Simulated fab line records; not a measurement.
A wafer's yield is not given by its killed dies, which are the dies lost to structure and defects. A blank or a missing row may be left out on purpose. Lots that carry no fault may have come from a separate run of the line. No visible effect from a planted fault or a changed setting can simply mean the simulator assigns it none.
Which of the tools did it? | flow gf180mcu | 13 lots, 37 wafers sampled, at 4 steps of a route of 602

WHAT THE GAUGES SHOWED, per wafer
GF_M3_RS_MEAS_05: measures by four-point-probe. Usual: M3_ALCU_RS gives 0.0697 ohm/sq (standard deviation 0.00076).
lot  | measured     | on           | M3_ALCU_RS (ohm/sq)  | flag
L761 | day 20 08:35 | filmMetro-04 | 0.0695 0.0692        | 
L762 | day 20 17:25 | filmMetro-03 | 0.0697 0.0702 0.0696 | 
L763 | day 21 05:29 | filmMetro-04 | 0.0685 0.0693 0.0692 | 
L764 | day 21 11:11 | filmMetro-04 | 0.0697 0.0683 0.0689 | 
L765 | day 21 19:59 | filmMetro-03 | 0.0700 0.0689 0.0699 | 
L768 | day 23 09:17 | filmMetro-04 | 0.0688 0.0695 0.0683 | 
L774 | day 25 01:44 | filmMetro-03 | 0.0693 0.0703 0.0691 | 
L778 | day 26 07:53 | filmMetro-04 | 0.0685 0.0679 0.0690 | 
L779 | day 26 14:13 | filmMetro-01 | 0.0694 0.0699 0.0690 | 
L780 | day 26 21:21 | filmMetro-03 | 0.0708 0.0714 0.0707 | 
L782 | day 27 08:32 | filmMetro-04 | 0.0703 0.0709 0.0702 | 
L783 | day 27 17:58 | filmMetro-04 | 0.0702 0.0694        | 
L784 | day 28 00:16 | filmMetro-01 | 0.0707 0.0701 0.0705 | 

GF_M4_RS_MEAS_05: measures by four-point-probe. Usual: M4_ALCU_RS gives 0.0700 ohm/sq (standard deviation 0.00076).
lot  | measured     | on           | M4_ALCU_RS (ohm/sq)  | flag
L761 | day 22 11:11 | filmMetro-04 | 0.0700 0.0698        | 
L762 | day 22 20:35 | filmMetro-03 | 0.0704 0.0695 0.0702 | 
L765 | day 23 22:06 | filmMetro-02 | 0.0697 0.0699 0.0697 | 
L768 | day 25 08:28 | filmMetro-03 | 0.0714 0.0708 0.0706 | 
L774 | day 26 22:21 | filmMetro-03 | 0.0707 0.0695 0.0696 | 
L778 | day 28 04:19 | filmMetro-04 | 0.0690 0.0685 0.0694 | 
L779 | day 28 09:45 | filmMetro-04 | 0.0700 0.0688 0.0699 | 
L780 | day 28 16:50 | filmMetro-03 | 0.0691 0.0691 0.0692 | 
L782 | day 29 02:34 | filmMetro-03 | 0.0704 0.0709 0.0711 | 
L783 | day 29 11:42 | filmMetro-02 | 0.0705 0.0700        | 
L784 | day 29 17:37 | filmMetro-03 | 0.0717 0.0707 0.0707 | 

WHICH TOOL RAN EACH LOT (tool, then ch and the chambers of the sampled wafers, then the start)
lot  | GF_V3_SPUTTER_22            | GF_M4_SPUTTER_03
L761 | pvdSputter-02, day 22 10:20 | pvdSputter-04, day 22 11:07
L762 | pvdSputter-03, day 22 19:43 | pvdSputter-04, day 22 20:30
L763 | pvdSputter-02, day 23 06:23 | -
L764 | pvdSputter-04, day 23 13:20 | -
L765 | pvdSputter-02, day 23 21:14 | pvdSputter-01, day 23 22:02
L768 | pvdSputter-02, day 25 07:37 | pvdSputter-03, day 25 08:24
L774 | pvdSputter-03, day 26 21:28 | pvdSputter-04, day 26 22:16
L778 | pvdSputter-02, day 28 03:26 | pvdSputter-04, day 28 04:15
L779 | pvdSputter-02, day 28 08:53 | pvdSputter-04, day 28 09:40
L780 | pvdSputter-02, day 28 15:59 | pvdSputter-01, day 28 16:47
L782 | pvdSputter-02, day 29 01:41 | pvdSputter-03, day 29 02:28
L783 | pvdSputter-04, day 29 10:47 | pvdSputter-03, day 29 11:35
L784 | pvdSputter-03, day 29 16:43 | pvdSputter-04, day 29 17:31
- GF_V3_SPUTTER_22: material TiN, target thk 10 nm, time 40 s.
- GF_M4_SPUTTER_03: material Ti, target thk 10 nm, time 6.7 s.

AS READ BY THE TOOLS THEMSELVES (means over the sampled wafers that have a number; for cases with no such wafer, the mark the record gives instead)
GF_V3_SPUTTER_22. Usual: cathodeDcPowerW 4000.0 W, standard deviation 0.71; chamberPressurePa 5.000 Pa, standard deviation 0.0098; throttleValvePct 29.6 %, standard deviation 0.85.
lot  | tool          | cathodeDcPowerW (W) | chamberPressurePa (Pa) | throttleValvePct (%) | flag
L761 | pvdSputter-02 | 3999.5              | 4.998                  | 29.1                 | 
L762 | pvdSputter-03 | 4000.0              | 4.998                  | 29.9                 | 
L763 | pvdSputter-02 | -                   | -                      | -                    | OFF
L764 | pvdSputter-04 | -                   | -                      | -                    | OFF
L765 | pvdSputter-02 | 3999.7              | 5.000                  | 29.2                 | 
L768 | pvdSputter-02 | 3999.8              | 4.994                  | 29.0                 | 
L774 | pvdSputter-03 | 4000.5              | 4.998                  | 29.1                 | 
L778 | pvdSputter-02 | 3999.9              | 5.003                  | 29.3                 | 
L779 | pvdSputter-02 | 4000.1              | 4.994                  | 29.5                 | 
L780 | pvdSputter-02 | 3999.6              | 5.005                  | 29.4                 | 
L782 | pvdSputter-02 | 4000.2              | 4.989                  | 29.5                 | 
L783 | pvdSputter-04 | 3999.9              | 5.001                  | 31.7                 | 
L784 | pvdSputter-03 | 3999.2              | 4.997                  | 29.8                 | 

GF_M4_SPUTTER_03. Usual: cathodeDcPowerW 3000.1 W, standard deviation 0.54; chamberPressurePa 0.3000 Pa, standard deviation 0.00064; throttleValvePct 30.3 %, standard deviation 1.3.
lot  | tool          | cathodeDcPowerW (W) | chamberPressurePa (Pa) | throttleValvePct (%) | flag
L761 | pvdSputter-04 | 2999.8              | 0.3001                 | 30.5                 | 
L762 | pvdSputter-04 | 2999.3              | 0.2999                 | 30.9                 | 
L765 | pvdSputter-01 | 3000.2              | 0.2998                 | 29.9                 | 
L768 | pvdSputter-03 | 3000.2              | 0.3001                 | 29.7                 | 
L774 | pvdSputter-04 | 3000.0              | 0.3000                 | 30.5                 | 
L778 | pvdSputter-04 | 2999.7              | 0.2999                 | 31.0                 | 
L779 | pvdSputter-04 | 3000.1              | 0.2996                 | 30.6                 | 
L780 | pvdSputter-01 | 3000.0              | 0.2997                 | 29.4                 | 
L782 | pvdSputter-03 | 3000.1              | 0.2993                 | 29.3                 | 
L783 | pvdSputter-03 | 3000.0              | 0.2998                 | 28.8                 | 
L784 | pvdSputter-04 | 3000.1              | 0.3000                 | 31.0                 | 

THE ANSWER, worked out from the rows above alone
Rule: a lot counts as off when the mean over its wafers that have a number is more than 3 standard deviations away from the usual mean. Also off: a lot with no number at a reading for which 4 or more lots have one. The other lots that the step has rows for count as sound. First the gauges in route order, then the tools' own readings, where a lot's mean is used as printed above. At the first step where some lot is off, the reading lying furthest off is the one used; lots without a number count as furthest.
Off, at GF_V3_SPUTTER_22 on cathodeDcPowerW: L763, L764. Without a number there: L763, L764.
A tool fits if, at that step or a process step before it, it ran every lot that is off, and no sound lot after the first of them. No candidate that was tried fits.

WHAT THE SIMULATOR HAD INSERTED
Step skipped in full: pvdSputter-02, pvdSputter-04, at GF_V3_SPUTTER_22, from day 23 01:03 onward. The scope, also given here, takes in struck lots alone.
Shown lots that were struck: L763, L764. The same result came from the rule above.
